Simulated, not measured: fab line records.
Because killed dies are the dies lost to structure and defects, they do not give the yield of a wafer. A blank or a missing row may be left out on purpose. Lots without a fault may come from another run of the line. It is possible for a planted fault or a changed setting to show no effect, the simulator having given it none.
2 desks looking at one fault / flow sky130 / every desk sees just its own numbers, and what lay behind them comes last

== DESK OF THE TOOL OWNER: implanter-04 ==
The tool's own readings at SKY_VT_ADJUST_NCORE_IMPLANT_09, given as means over the sampled wafers that have a number, one for each lot that went through this tool. Any lot whose mean is over 4 standard deviations away from the usual mean is out of limits and marked OUT; that distance is given in the brackets.
Columns: A = beam energy keV at SKY_VT_ADJUST_NCORE_IMPLANT_09, usual 9.9999
lot=L950; first seen here=day 8 21:44; A=9.9983
lot=L952; first seen here=day 9 09:58; A=9.9979
lot=L953; first seen here=day 9 17:59; A=10.0007
lot=L957; first seen here=day 10 16:07; A=10.0040
lot=L961; first seen here=day 12 11:48; A=10.0040
lot=L963; first seen here=day 12 20:50; A=6.1529 (-99 or more) OUT
lot=L965; first seen here=day 13 15:22; A=6.1516 (-99 or more) OUT
This desk finds L963, L965 out of limits, L963 being first, at day 12 20:50 (beam energy keV at SKY_VT_ADJUST_NCORE_IMPLANT_09). In limits: L950, L952, L953, L957, L961.

== AT THE METROLOGY DESK ==
Means of the sampled wafers that have a number, per lot and without regard to the tool the lot ran on: this is what the gauges read. Any lot whose mean is over 4 standard deviations away from the usual mean is out of limits and marked OUT; that distance is given in the brackets.
Columns: A = VT_ADJUST_LVTN_OVL at SKY_VT_ADJUST_LVTN_OVL_MEAS_07, usual 1.0 nm; B = VT_ADJUST_LVTN_01_OVL at SKY_VT_ADJUST_LVTN_OVL_MEAS_18, usual -0.4 nm; C = VT_ADJUST_NCORE_TW at SKY_VT_ADJUST_NCORE_TW_MEAS_11, usual 218.3
lot=L950; first seen here=day 7 04:59; A=0.0; B=1.3; C=220.4
lot=L951; first seen here=day 7 09:26; A=1.2; B=-0.4; C=216.1
lot=L952; first seen here=day 7 15:26; A=2.1; B=1.1; C=221.1
lot=L953; first seen here=day 7 23:25; A=-0.3; B=-0.1; C=218.6
lot=L956; first seen here=day 8 18:01; A=-0.1; B=0.1; C=220.5
lot=L957; first seen here=day 8 19:50; A=-0.4; B=-1.5; C=216.5
lot=L958; first seen here=day 9 07:07; A=3.4; B=0.2; C=219.3
lot=L961; first seen here=day 10 11:52; A=1.8; B=-1.0; C=219.7
lot=L962; first seen here=day 10 13:17; A=-2.8; B=-0.2; C=220.8
lot=L963; first seen here=day 10 20:02; A=2.2; B=-2.0; C=197.6 (-10) OUT
lot=L965; first seen here=day 11 12:31; A=0.6; B=0.9; C=195.8 (-11) OUT
lot=L972; first seen here=day 13 09:01; A=2.0; B=-0.4; C=219.5
This desk's result: L963, L965 out of limits, first on L963 (VT_ADJUST_NCORE_TW at SKY_VT_ADJUST_NCORE_TW_MEAS_11), day 12 21:05. In limits: L950, L951, L952, L953, L956, L957, L958, L961, L962, L972.

== ALL TOGETHER ==
On L963, L965, at day 12 20:50, an alarm was possible from the tool owner's desk.
At day 12 21:05 the metrology desk could have sounded an alarm, on L963, L965.
SKY_VT_ADJUST_NCORE_IMPLANT_09 was run on implanter-04 by each of the lots named.

== WHAT THE SIMULATOR PUT IN ==
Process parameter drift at SKY_VT_ADJUST_NCORE_IMPLANT_09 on implanter-04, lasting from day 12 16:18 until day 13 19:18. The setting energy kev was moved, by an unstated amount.
Struck lots among those shown: L963, L965.
Delay (hours) between the fault's onset and each desk's first out-of-limits reading: 5 at the tool owner's desk, 5 at the metrology desk.
